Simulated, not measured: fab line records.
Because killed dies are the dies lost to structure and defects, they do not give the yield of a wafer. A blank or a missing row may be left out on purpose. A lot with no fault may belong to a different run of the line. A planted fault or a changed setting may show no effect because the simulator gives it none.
A struck lot beside a sound one || flow sky130 || 15 steps out of a route of 708
Sound: the wafers L750.1, L750.3, L750.6. Struck: wafers L762.3, L762.4, L762.5. At the end, the cause is stated.
For every step that has rows: the tool of each side, followed by ch and its chambers, followed by its first start. Under that, the readings that differ: sound wafers || struck wafers || difference of the means || sigmas: that difference in standard deviations of wafers without a fault.
alike: readings with means less than 2 such deviations apart, plus words and numbers identical on both sides. not compared: withheld readings, readings lacking a value on some wafer, bounds such as >300 that could conceal the same value, and numbers that have no deviation in the record and whose values overlap.
Wherever a step has rows on one side only, a row that says differs or no value, or a row with sigmas, the two part there. When numbers do not overlap yet have no deviation, they are printed without sigmas and do not part them. A reading that every wafer of one side lacks parts them only if that side has two wafers or more.

SKY_VIA2_BOW_MEAS_03:
  sound: film_metro-02 at day 36 07:37; struck: film_metro-02 at day 40 05:41
  alike: VIA2_BOW
then, 8 steps without rows for these wafers: SKY_VIA2_DEHYDRATE_04 (time 60 s); SKY_VIA2_HMDS_05 (prime time 60 s); SKY_VIA2_COAT_06 (resist thk 60 nm); SKY_VIA2_COAT_07 (resist thk 450 nm); SKY_VIA2_SOFTBAKE_08 (time 90 s); SKY_VIA2_EXPOSE_09 (exposes mask VIM2, target cd 200 nm); SKY_VIA2_PEB_10; SKY_VIA2_DEVELOP_11 (develop time 60 s).
SKY_VIA2_CD_MEAS_12: target cd 200 nm.
  sound: cd_sem-01 at day 37 09:44; struck: cd_sem-02 at day 41 06:05
{"reading": "cd_nm (nm)", "sound": "202.5 201.5 202.5", "struck": "199.8 199.5 198.0", "difference": -3.1, "sigmas": -2}
SKY_VIA2_OVL_MEAS_13:
  sound: overlay-02 at day 37 09:52; struck: overlay-01 at day 41 06:11
  alike: VIA2_OVL
SKY_VIA2_ETCH_14: etches BARC in N2/H2, stops on SiO2, time 44.46 s, target depth 60 nm.
  sound on rie_diel-03 ch 0,1, day 37 09:54; struck on rie_diel-02 ch 2,3, day 41 06:12
  alike: drypump_motor_current_A, oes_product_au, throttle_valve_pct
  not compared: rf_hours_counter_h
SKY_VIA2_ETCH_15: etches SiO2 in C4F8/O2/Ar, stops on TiN, target depth 546 nm, time 84 s.
  sound on rie_diel-03 ch 0,1, day 37 09:56; struck on rie_diel-02 ch 2,3, day 41 06:14
{"reading": "oes_product_au (a.u.)", "sound": "0.934 0.932 0.939", "struck": "0.919 0.923 0.927", "difference": -0.012, "sigmas": -3}
{"reading": "run_length_s (s)", "sound": "112.3 112.8 112.5", "struck": "115.1 115.0 114.7", "difference": "+2.4", "sigmas": "+7"}
  not compared: rf_hours_counter_h, model.TiN_of_METAL2_SPUTTER_04.thk_nm
SKY_VIA2_STRIP_16: strips in O2/N2.
  sound on plasma_asher-04 ch 1, day 37 10:00; struck on plasma_asher-03 ch 0,1, day 41 06:20
{"reading": "strip_time_to_endpoint_s (s)", "sound": "4.16 4.12 4.15", "struck": "4.01 4.04 4.02", "difference": -0.12, "sigmas": -4}
  alike: drypump_motor_current_A, oes_product_au
  not compared: rf_hours_counter_h
following that, these wafers have no rows for 1 step: SKY_PAD_OPEN_PROBE_99.

== WHERE THEY PART ==
At SKY_VIA2_CD_MEAS_12 first; at SKY_VIA2_STRIP_16 last (within this record only).

WHY: what had been put in by the simulator
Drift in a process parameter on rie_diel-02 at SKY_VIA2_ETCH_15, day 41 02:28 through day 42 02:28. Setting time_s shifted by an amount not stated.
